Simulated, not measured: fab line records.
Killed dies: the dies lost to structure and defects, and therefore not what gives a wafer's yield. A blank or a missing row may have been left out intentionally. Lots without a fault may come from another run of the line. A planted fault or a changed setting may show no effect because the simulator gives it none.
What tool caused it? ; flow gf180mcu ; 42 wafers from 14 lots sampled at 3 of the route's 602 steps

== WHAT EACH GAUGE READ, for each wafer ==
GF_V2_RS_MEAS_24: measures by four-point-probe. Usual: V2_W_RS 0.327 ohm/sq, standard deviation 0.0042.
lot;measured;on;V2_W_RS (ohm/sq);flag
L844;day 20 10:59;film metro-03;0.319 0.328 0.328;
L846;day 21 10:29;film metro-02;0.320 0.327 0.321;
L847;day 21 14:35;film metro-03;0.333 0.333 0.332;
L849;day 22 06:17;film metro-03;0.332 0.328 0.329;
L851;day 23 07:52;film metro-02;0.331 0.329 0.328;
L852;day 23 20:05;film metro-03;0.332 0.330 0.326;
L855;day 25 01:37;film metro-02;0.326 0.326 0.326;
L857;day 25 22:35;film metro-02;0.321 0.327 0.321;
L859;day 26 04:02;film metro-02;0.327 0.331 0.327;
L863;day 27 04:31;film metro-01;0.326 0.320 0.324;
L864;day 27 11:49;film metro-02;0.320 0.321 0.328;
L865;day 27 21:05;film metro-01;0.327 0.332 0.327;
L866;day 28 03:31;film metro-03;0.329 0.326 0.328;
L867;day 28 07:19;film metro-02;0.326 0.330 0.327;

== EACH LOT AND THE TOOL THAT RAN IT (in order: tool; ch and the chambers of the sampled wafers; start) ==
lot;GF_V2_SPUTTER_22;GF_V2_CVD_23
L844;pvd sputter-02, day 20 10:49;cvd w-02 ch 0,1, day 20 10:52
L846;pvd sputter-04, day 21 10:19;cvd w-02 ch 0,1, day 21 10:22
L847;pvd sputter-01, day 21 14:26;cvd w-01 ch 1, day 21 14:28
L849;pvd sputter-01, day 22 06:07;cvd w-01 ch 0,1, day 22 06:09
L851;pvd sputter-01, day 23 07:43;cvd w-01 ch 0,1, day 23 07:45
L852;pvd sputter-04, day 23 19:56;cvd w-01 ch 0,1, day 23 19:59
L855;pvd sputter-04, day 25 01:26;cvd w-01 ch 0,1, day 25 01:29
L857;pvd sputter-04, day 25 22:25;cvd w-02 ch 0,1, day 25 22:27
L859;pvd sputter-01, day 26 03:52;cvd w-02 ch 0,1, day 26 03:55
L863;pvd sputter-02, day 27 04:22;cvd w-02 ch 0,1, day 27 04:24
L864;pvd sputter-04, day 27 11:38;cvd w-02 ch 0,1, day 27 11:41
L865;pvd sputter-01, day 27 20:55;cvd w-01 ch 0,1, day 27 20:57
L866;pvd sputter-01, day 28 03:10;cvd w-01 ch 0,1, day 28 03:15
L867;pvd sputter-02, day 28 07:10;cvd w-01 ch 1, day 28 07:12
- GF_V2_SPUTTER_22: material TiN, target thk 10 nm, time 40 s.
- GF_V2_CVD_23: deposits W, target thk 350 nm, time 104.94 s.

== WHAT THE TOOLS THEMSELVES READ (means of the sampled wafers that have a number; where no wafer has one, the mark that the record gives instead) ==
GF_V2_SPUTTER_22. Usual: throttle valve pct 30.0 %, standard deviation 1.3.
lot;tool;throttle valve pct (%);flag
L844;pvd sputter-02;30.1;
L846;pvd sputter-04;29.9;
L847;pvd sputter-01;29.4;
L849;pvd sputter-01;29.3;
L851;pvd sputter-01;29.4;
L852;pvd sputter-04;30.6;
L855;pvd sputter-04;30.6;
L857;pvd sputter-04;30.3;
L859;pvd sputter-01;28.5;
L863;pvd sputter-02;31.0;
L864;pvd sputter-04;30.4;
L865;pvd sputter-01;28.3;
L866;pvd sputter-01;28.6;
L867;pvd sputter-02;30.6;

GF_V2_CVD_23. Usual: heater power w 855 W, standard deviation 35.
lot;tool;heater power w (W);flag
L844;cvd w-02;842;
L846;cvd w-02;865;
L847;cvd w-01;845;
L849;cvd w-01;871;
L851;cvd w-01;869;
L852;cvd w-01;855;
L855;cvd w-01;868;
L857;cvd w-02;829;
L859;cvd w-02;822;
L863;cvd w-02;869;
L864;cvd w-02;815;
L865;cvd w-01;871;
L866;cvd w-01;860;
L867;cvd w-01;880;

== THE ANSWER, worked out from the rows above alone ==
Rule: take the mean of a lot's wafers that have a number; if it is more than 3 standard deviations from the usual mean, the lot is off. A lot without any number at a reading at which 4 lots or more have one is off too. Where the step has rows for the other lots, those lots are counted as sound. Order of review: gauges by route order, followed by the tools' own readings, for which a lot's mean as printed above is used. At the first step where some lot is off, the reading lying furthest off is the one used; lots without a number count as furthest.
None of the lots is off at any reading shown; this tells nothing.

== WHAT THE SIMULATOR PUT IN ==
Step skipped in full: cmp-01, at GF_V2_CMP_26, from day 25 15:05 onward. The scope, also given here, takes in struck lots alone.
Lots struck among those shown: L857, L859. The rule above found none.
